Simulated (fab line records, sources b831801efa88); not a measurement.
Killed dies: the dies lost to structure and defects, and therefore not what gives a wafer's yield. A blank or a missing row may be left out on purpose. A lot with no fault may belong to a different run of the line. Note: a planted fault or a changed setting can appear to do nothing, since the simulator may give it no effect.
One fault through the eyes of 2 desks | flow sfq-line | each desk has only its own numbers; what lay behind them comes last

AT THE METROLOGY DESK
Lot by lot, what the gauges showed, no matter which tool ran the lot: averages of those sampled wafers that carry a number. Marked OUT: a lot whose mean sits more than 4 standard deviations from the usual mean, which makes it out of limits; the brackets give that distance.
Columns: A = M4_NB_RS at SFQ_M4_RS_MEAS_924, usual 0.894 ohm/sq; B = M4_OVL at SFQ_M4_OVL_MEAS_926, usual -1 nm
lot  | first seen here | A     | B
L527 | day 45 13:14    | 0.903 | 0
L528 | day 45 19:17    | 0.894 | -1
L537 | day 49 15:31    | 0.896 | -
L538 | day 49 20:40    | 0.886 | -
L543 | day 51 20:33    | 0.878 | -7
L545 | day 52 12:09    | 0.896 | 5
This desk found nothing out of limits on any of the 6 lots.

TOOL OWNER'S DESK, litho-track-03
Per lot that ran on this tool, the mean of the sampled wafers carrying a number, from the tool's own readings at SFQ_TRILAYER_M4_LITHO_DEVELOP_095 (time 60 s). Marked OUT: a lot whose mean sits more than 4 standard deviations from the usual mean, which makes it out of limits; the brackets give that distance.
Columns: A = chill-plate-temp-C at SFQ_TRILAYER_M4_LITHO_DEVELOP_095, usual 22.97 C; B = exhaust-pa at SFQ_TRILAYER_M4_LITHO_DEVELOP_095, usual 45.0 Pa; C = resist-line-temp-C at SFQ_TRILAYER_M4_LITHO_DEVELOP_095, usual 22.97 C
lot  | first seen here | A     | B    | C
L527 | day 45 15:31    | 22.94 | 44.9 | 22.92
L545 | day 57 14:49    | 23.08 | 45.1 | 22.97
This desk found nothing out of limits on any of the 2 lots.

BROUGHT TOGETHER
At the metrology desk, nothing out of limits was observed.
The desk of the tool owner found nothing out of limits.

WHAT WAS PUT IN BY THE SIMULATOR
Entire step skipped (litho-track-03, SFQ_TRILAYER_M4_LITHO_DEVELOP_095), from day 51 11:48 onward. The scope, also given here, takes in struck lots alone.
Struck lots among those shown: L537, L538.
